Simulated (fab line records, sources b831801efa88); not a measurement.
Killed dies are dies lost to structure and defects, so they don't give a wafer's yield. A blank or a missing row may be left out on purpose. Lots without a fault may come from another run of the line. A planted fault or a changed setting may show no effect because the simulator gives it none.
A struck lot beside a sound one | flow sky130 | 16 steps out of a route of 708
Sound: wafers L665.1, L665.5, L665.6. Struck: wafers L655.2, L655.4, L655.5. The cause comes at the end.
At each step with rows: each side's tool, then ch and its chambers, then its first start. Under that, the readings that differ: sound wafers | struck wafers | difference of the means | sigmas: that difference in standard deviations of wafers without a fault.
alike: readings whose means differ by less than 2 such deviations, and words and numbers that are the same on both sides. not compared: withheld readings, readings that some wafer has no value for, bounds like >300 that may hide the same value, and numbers for which the record gives no deviation and whose values overlap.
The two part at a step that has a row with sigmas, a row that says differs or no value, or rows on one side only. Numbers that don't overlap but have no deviation are shown without sigmas and don't part them. A reading that every wafer of one side lacks parts them only if that side has two wafers or more.

first, 8 steps without rows for these wafers: SKY_METAL1_DEHYDRATE_07 (time 60 s); SKY_METAL1_HMDS_08 (prime time 60 s); SKY_METAL1_COAT_09 (resist thk 60 nm); SKY_METAL1_COAT_10 (resist thk 450 nm); SKY_METAL1_SOFTBAKE_11 (time 90 s); SKY_METAL1_EXPOSE_12 (exposes mask MM1, target cd 140 nm); SKY_METAL1_PEB_13; SKY_METAL1_DEVELOP_14 (develop time 60 s).
SKY_METAL1_CD_MEAS_15: target cd 140 nm.
  sound on cd_sem-02, day 38 19:55; struck on cd_sem-02, day 35 05:21
  alike: cd_nm
SKY_METAL1_OVL_MEAS_16:
  sound on overlay-01, day 38 20:02; struck on overlay-01, day 35 05:28
  alike: METAL1_OVL
SKY_METAL1_DESCUM_17: chemistry O2, time 8 s.
  sound on rie_metal-02 ch 0,1, day 38 20:05; struck on rie_metal-03 ch 0,1, day 35 05:29
  alike: drypump_motor_current_A, oes_product_au
  not compared: rf_hours_counter_h
SKY_METAL1_ETCH_18: etches BARC in N2/H2, stops on SiO2, time 45.9 s, target depth 60 nm.
  sound on rie_metal-02 ch 0,1, day 38 20:07; struck on rie_metal-03 ch 0,1, day 35 05:31
  reading               | sound             | struck            | difference | sigmas
  oes_product_au (a.u.) | 0.857 0.865 0.861 | 0.849 0.853 0.848 | -0.011     | -2
  alike: drypump_motor_current_A, throttle_valve_pct
  not compared: rf_hours_counter_h
SKY_METAL1_METAL_ETCH_19: etches the open film in Cl2/BCl3, stops on SiO2, target depth 360 nm, time 78 s.
  sound on rie_metal-02 ch 0,1, day 38 20:10; struck on rie_metal-03 ch 0,1, day 35 05:35
  reading                                       | sound             | struck                  | difference | sigmas
  oes_product_au (a.u.)                         | 0.854 0.866 0.854 | 0.776 0.764 0.774       | -0.087     | -14
  over_etch_frac                                | 0.3 0.3 0.3       | 0.59238 0.59238 0.59238 | +0.29238   |
  model.KrF-thick_of_METAL1_COAT_10.thk_nm (nm) | 166.2 166.7 164.9 | 110.3 103.6 101.4       | -60.8      |
  model.METAL1.cd_nm (nm)                       | 137.8 137.3 139.7 | 134.3 134.7 136.2       | -3.2       |
  model.SiO2_of_CONTACT_HDPCVD_02.thk_nm (nm)   | 328.8 326.8 328.6 | 325.1 325.6 322.5       | -3.7       |
  alike: drypump_motor_current_A, throttle_valve_pct
  not compared: rf_hours_counter_h
SKY_METAL1_STRIP_20: strips in O2/N2.
  sound on plasma_asher-02 ch 0,1, day 38 20:16; struck on plasma_asher-02 ch 0,1, day 35 05:40
  reading                      | sound             | struck            | difference | sigmas
  oes_product_au (a.u.)        | 0.347 0.344 0.341 | 0.328 0.319 0.319 | -0.022     | -4
  strip_time_to_endpoint_s (s) | 2.77 2.78 2.77    | 2.16 2.08 2.05    | -0.68      | -11
  alike: drypump_motor_current_A
  not compared: rf_hours_counter_h
then, 1 step without rows for these wafers: SKY_METAL1_STRIP_21 (strips in post etch residue remover, time 1200 s).
-- the record jumps here: 13 days lie between the struck wafers' starts before and after (it left off in module METAL1 and takes up again in module PAD_OPEN, whose first step shown is number 708 of the route) --
SKY_PAD_OPEN_PROBE_99:
  sound on prober-02, day 50 04:36; struck on prober-02, day 48 03:03
  reading                        | sound                | struck              | difference | sigmas
  killed_at_M4_up                | 3 0 2                | 3 9 5               | +4         | +2
  killed_at_front_end            | 20 19 21             | 14 8 9              | -10        | -2
  model.etest.met1.width_nm (nm) | 137.5 134.5 135      | 133 133.6 133.5     | -2         |
  model.etest.met1.line_ohm_um   | 0.9251 0.9425 0.9494 | 0.965 0.9758 0.9705 | +0.031     |
  alike: defect_limited_yield, killed_at_M0_to_M3, killed_at_contacts, killed_at_other, killed_dies, killed_open, killed_short, sort_bin_3_pad_short, sort_bin_5_function, sort_bin_6_memory, sort_n_pass, sort_yield_pct

WHERE THEY PART
First at SKY_METAL1_ETCH_18; last, within this record, at SKY_PAD_OPEN_PROBE_99.

WHY: what the simulator had put in
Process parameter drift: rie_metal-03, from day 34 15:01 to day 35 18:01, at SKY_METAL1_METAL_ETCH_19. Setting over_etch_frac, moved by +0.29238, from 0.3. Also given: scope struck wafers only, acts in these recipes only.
